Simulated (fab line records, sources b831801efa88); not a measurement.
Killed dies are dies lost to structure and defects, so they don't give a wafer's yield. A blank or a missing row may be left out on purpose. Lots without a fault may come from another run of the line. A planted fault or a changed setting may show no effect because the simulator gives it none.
A struck lot beside a sound one | flow sky130 | 44 steps out of a route of 708
Sound: wafers L427.4, L427.5, L427.6. Struck: wafers L437.4, L437.6. (L437.2 of the same lot was not struck and is left out.) The cause comes at the end.
At each step with rows: each side's tool, then ch and its chambers, then its first start. Under that, the readings that differ: sound wafers | struck wafers | difference of the means | sigmas: that difference in standard deviations of wafers without a fault.
alike: readings whose means differ by less than 2 such deviations, and words and numbers that are the same on both sides. not compared: withheld readings, readings that some wafer has no value for, bounds like >300 that may hide the same value, and numbers for which the record gives no deviation and whose values overlap.
The two part at a step that has a row with sigmas, a row that says differs or no value, or rows on one side only. Numbers that don't overlap but have no deviation are shown without sigmas and don't part them. A reading that every wafer of one side lacks parts them only if that side has two wafers or more.

first, 4 steps without rows for these wafers: SKY_VIA3_CLEAN_18 (cleans in IPA, time 180 s); SKY_VIA3_CLEAN_19 (cleans in O3/DIW); SKY_VIA3_SPUTTER_20 (material TiN, target thk 20 nm, time 80 s); SKY_VIA3_CVD_21 (deposits W, target thk 390 nm, time 117.31 s).
SKY_VIA3_RS_MEAS_22: measures by four-point-probe.
  sound on film_metro-02, day 40 03:20; struck on film_metro-04, day 42 23:58
  alike: VIA3_W_RS
SKY_VIA3_THK_MEAS_23: measures by xrf.
  sound on film_metro-02, day 40 03:25; struck on film_metro-04, day 43 00:04
  alike: VIA3_W_THK
SKY_VIA3_CMP_24: polishes, stops on SiO2, t overpolish 20 s, target thk 0 nm.
  sound on cmp-02 ch 0,2,3, day 40 03:36; struck on cmp-01 ch 1,2, day 43 00:07
  alike: motor_current_A, overpolish_run_s, time_to_endpoint_s
then, 1 step without rows for these wafers: SKY_METAL4_SPUTTER_00 (material Ti, target thk 15 nm, time 10 s).
SKY_METAL4_SPUTTER_01: material TiN, target thk 20 nm, time 16.7 s.
  sound on pvd_sputter-02, day 40 03:46; struck on pvd_sputter-01, day 43 00:27
  alike: throttle_valve_pct
SKY_METAL4_SPUTTER_02: material AlCu, target thk 735 nm, time 39.1 s.
  sound on pvd_sputter-02, day 40 03:48; struck on pvd_sputter-01, day 43 00:28
  reading                | sound          | struck    | difference | sigmas
  throttle_valve_pct (%) | 27.9 28.3 28.8 | 30.7 29.9 | +2.0       | +2
SKY_METAL4_SPUTTER_03: material Ti, target thk 5 nm, time 3.3 s.
  sound on pvd_sputter-02, day 40 03:50; struck on pvd_sputter-01, day 43 00:31
  alike: throttle_valve_pct
then, 1 step without rows for these wafers: SKY_METAL4_SPUTTER_04 (material TiN, target thk 70 nm, time 58.3 s).
SKY_CAP2M_CVD_00: deposits SiO2, target thk 15.5 nm.
  sound on pecvd-03 ch 0,1,2, day 40 03:55; struck on pecvd-03 ch 1,2, day 43 00:35
  reading                                | sound             | struck      | difference | sigmas
  model.SiO2_of_CAP2M_CVD_00.thk_nm (nm) | 16.07 15.95 15.91 | 7.113 7.251 | -8.795     |
  alike: heater_power_w
SKY_CAP2M_THK_MEAS_01:
  sound on film_metro-01, day 40 03:57; struck on film_metro-04, day 43 00:37
  reading               | sound             | struck    | difference | sigmas
  CAP2M_CVD_00_THK (nm) | 16.05 15.99 15.93 | 7.07 7.25 | -8.83      | -38
then, 1 step without rows for these wafers: SKY_CAP2M_SPUTTER_02 (material TiN, target thk 200 nm, time 166.7 s).
SKY_CAP2M_RS_MEAS_03: measures by four-point-probe.
  sound on film_metro-02, day 40 04:09; struck on film_metro-01, day 43 00:47
  alike: CAP2M_TIN_RS
SKY_CAP2M_THK_MEAS_04: measures by xrf.
  sound on film_metro-02, day 40 04:14; struck on film_metro-01, day 43 00:54
  alike: CAP2M_TIN_THK
then, 7 steps without rows for these wafers: SKY_CAP2M_DEHYDRATE_05 (time 60 s); SKY_CAP2M_HMDS_06 (prime time 60 s); SKY_CAP2M_COAT_07 (resist thk 1140 nm); SKY_CAP2M_SOFTBAKE_08 (time 60 s); SKY_CAP2M_EXPOSE_09 (exposes mask CAP2M, target cd 1000 nm); SKY_CAP2M_PEB_10; SKY_CAP2M_DEVELOP_11 (develop time 60 s).
SKY_CAP2M_OVL_MEAS_12:
  sound on overlay-01, day 41 04:17; struck on overlay-01, day 43 22:49
  alike: CAP2M_OVL
SKY_CAP2M_METAL_ETCH_13: etches TiN in Cl2/BCl3, stops on SiO2, target depth 220 nm, time 62.9 s.
  sound on rie_metal-02 ch 0,1, day 41 04:20; struck on rie_metal-02 ch 0, day 43 22:51
  alike: drypump_motor_current_A, oes_product_au, throttle_valve_pct
  not compared: rf_hours_counter_h
then, 12 steps without rows for these wafers: SKY_CAP2M_STRIP_14 (strips in O2/N2); SKY_CAP2M_STRIP_15 (strips in post etch residue remover, time 1200 s); SKY_CAP2M_CLEAN_16 (cleans in IPA, time 180 s); SKY_CAP2M_CLEAN_17 (cleans in O3/DIW); SKY_METAL4_DEHYDRATE_05 (time 60 s); SKY_METAL4_HMDS_06 (prime time 60 s); SKY_METAL4_COAT_07 (resist thk 60 nm); SKY_METAL4_COAT_08 (resist thk 1140 nm); SKY_METAL4_SOFTBAKE_09 (time 90 s); SKY_METAL4_EXPOSE_10 (exposes mask MM4, target cd 300 nm); SKY_METAL4_PEB_11; SKY_METAL4_DEVELOP_12 (develop time 60 s).
SKY_METAL4_CD_MEAS_13: target cd 300 nm.
  sound on cd_sem-01, day 42 05:12; struck on cd_sem-02, day 44 21:22
  alike: cd_nm
SKY_METAL4_OVL_MEAS_14:
  sound on overlay-02, day 42 05:17; struck on overlay-01, day 44 21:28
  alike: METAL4_OVL
then, 2 steps without rows for these wafers: SKY_METAL4_DESCUM_15 (chemistry O2, time 8 s); SKY_METAL4_ETCH_16 (etches BARC in N2/H2, stops on SiO2, time 88.2 s, target depth 60 nm).
SKY_METAL4_ETCH_17: etches SiO2 in C4F8/O2/Ar, stops on TiN, time 3.9 s, target depth 15 nm.
  sound on rie_diel-02 ch 0,2,3, day 42 05:26; struck on rie_diel-01 ch 0,3, day 44 21:38
  reading                  | sound             | struck      | difference | sigmas
  oes_product_au (a.u.)    | 0.761 0.767 0.771 | 0.546 0.556 | -0.215     | -30
  model.etch.depth_nm (nm) | 16.07 15.95 15.91 | 7.113 7.251 | -8.795     |
  not compared: rf_hours_counter_h
-- the record jumps here: 4 days lie between the struck wafers' starts before and after (it left off in module METAL4 and takes up again in module PAD_OPEN, whose first step shown is number 708 of the route) --
SKY_PAD_OPEN_PROBE_99:
  sound on prober-01, day 46 04:41; struck on prober-02, day 48 13:11
  reading                               | sound                | struck             | difference | sigmas
  defect_limited_yield (%)              | 79.7 79.1 84.1       | 86.8 83.9          | +4.4       | +2
  killed_at_contacts                    | 35 32 20             | 19 18              | -10        | -2
  killed_dies                           | 100 103 78           | 65 79              | -22        | -2
  killed_short                          | 48 52 37             | 28 34              | -15        | -2
  model.etest.tester.sort_n_pass        | 392 389 414          | 0 0                | -398       |
  model.etest.tester.sort_yield_pct (%) | 79.67 79.06 84.15    | 0 0                | -81        |
  model.etest.tester.sort_bin_5_pct (%) | 12.4 12.4 9.553      | 81.23 88.99        | +73.66     |
  model.etest.tester.sort_bin_4_pct (%) | 0 0 0                | 13.69 4.298        | +8.99      |
  model.etest.cap_mim2.bv_v (V)         | 14.45 14.26 14.81    | 6.361 6.588        | -8.032     |
  model.etest.cap_mim2.leak_log10_a_cm2 | -9.084 -9.033 -9.008 | -4.104 -4.498      | +4.741     |
  model.etest.cap_mim2.c_ff_um2         | 2.252 2.274 2.302    | 5.104 4.98         | +2.766     |
  model.etest.tester.sort_bin_8_pct (%) | 0 0 0                | 1.09e-67 2.805e-60 | +1.40e-60  |
  alike: killed_at_M0_to_M3, killed_at_M4_up, killed_at_front_end, killed_at_other, killed_open

WHERE THEY PART
First at SKY_METAL4_SPUTTER_02; last, within this record, at SKY_PAD_OPEN_PROBE_99.

WHY: what the simulator had put in
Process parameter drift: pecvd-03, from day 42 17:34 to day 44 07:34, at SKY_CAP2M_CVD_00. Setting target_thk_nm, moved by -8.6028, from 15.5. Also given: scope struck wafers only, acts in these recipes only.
